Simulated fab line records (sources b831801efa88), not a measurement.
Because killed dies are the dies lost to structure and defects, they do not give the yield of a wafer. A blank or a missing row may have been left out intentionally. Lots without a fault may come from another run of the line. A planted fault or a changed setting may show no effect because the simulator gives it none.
Chamber matching + flow sky130 + SKY_POLY_GATE_ETCH_17 on rieSi-01: 4 sister chambers
The step etches poly-Si in HBr/Cl2, stops on SiO2, target depth 180 nm, time 70.5 s. 8 wafers are shown with their chamber, then 9 later ones without.

## EACH WAFER AND ITS CHAMBER
| wafer  | chamber | drypumpMotorCurrentA (A) | throttleValvePct (%) |
|--------|---------|--------------------------|----------------------|
| L778.5 | 3       | 6.6                      | 33.673               |
| L783.4 | 2       | 4.9                      | 33.685               |
| L783.5 | 3       | 6.6                      | 33.673               |
| L786.5 | 0       | 5.8                      | 33.678               |
| L786.6 | 1       | 5.7                      | 33.681               |
| L788.1 | 0       | 5.8                      | 33.687               |
| L788.5 | 2       | 4.8                      | 33.698               |
| L788.6 | 1       | 5.7                      | 33.686               |

## WAFERS WITHOUT THEIR CHAMBER
| wafer  | drypumpMotorCurrentA (A) | throttleValvePct (%) |
|--------|--------------------------|----------------------|
| L795.3 | 5.8                      | 33.677               |
| L795.4 | 5.7                      | 33.687               |
| L795.5 | 4.9                      | 33.677               |
| L799.1 | 6.6                      | 33.685               |
| L799.3 | 5.8                      | 33.685               |
| L799.5 | 4.9                      | 33.683               |
| L801.1 | 5.7                      | 33.688               |
| L801.2 | 4.9                      | 33.686               |
| L801.5 | 4.9                      | 33.681               |

## WHICH CHAMBER EACH ONE RAN IN
| wafer  | from the rows above | in truth |
|--------|---------------------|----------|
| L795.3 | 0                   | 0        |
| L795.4 | 1                   | 1        |
| L795.5 | 2                   | 2        |
| L799.1 | 3                   | 3        |
| L799.3 | 0                   | 0        |
| L799.5 | 2                   | 2        |
| L801.1 | 1                   | 1        |
| L801.2 | 2                   | 2        |
| L801.5 | 2                   | 2        |
Placed correctly: 9 of 9. Not placeable from these rows: 0. Wrongly placed: 0.
How it was worked out, from the rows above alone: a wafer's distance from a chamber is the root of the sum, over the readings, of the square of ((its reading less the chamber's mean) divided by the reading's scatter). If the next closest chamber is less than 2 further off than the closest, the wafer can't be placed; otherwise it belongs to the closest. Each chamber's mean is taken over the wafers shown for it. The scatter: the root of (the sum of the squares of (reading less its chamber's mean) over the shown wafers, divided by (wafers less chambers)).
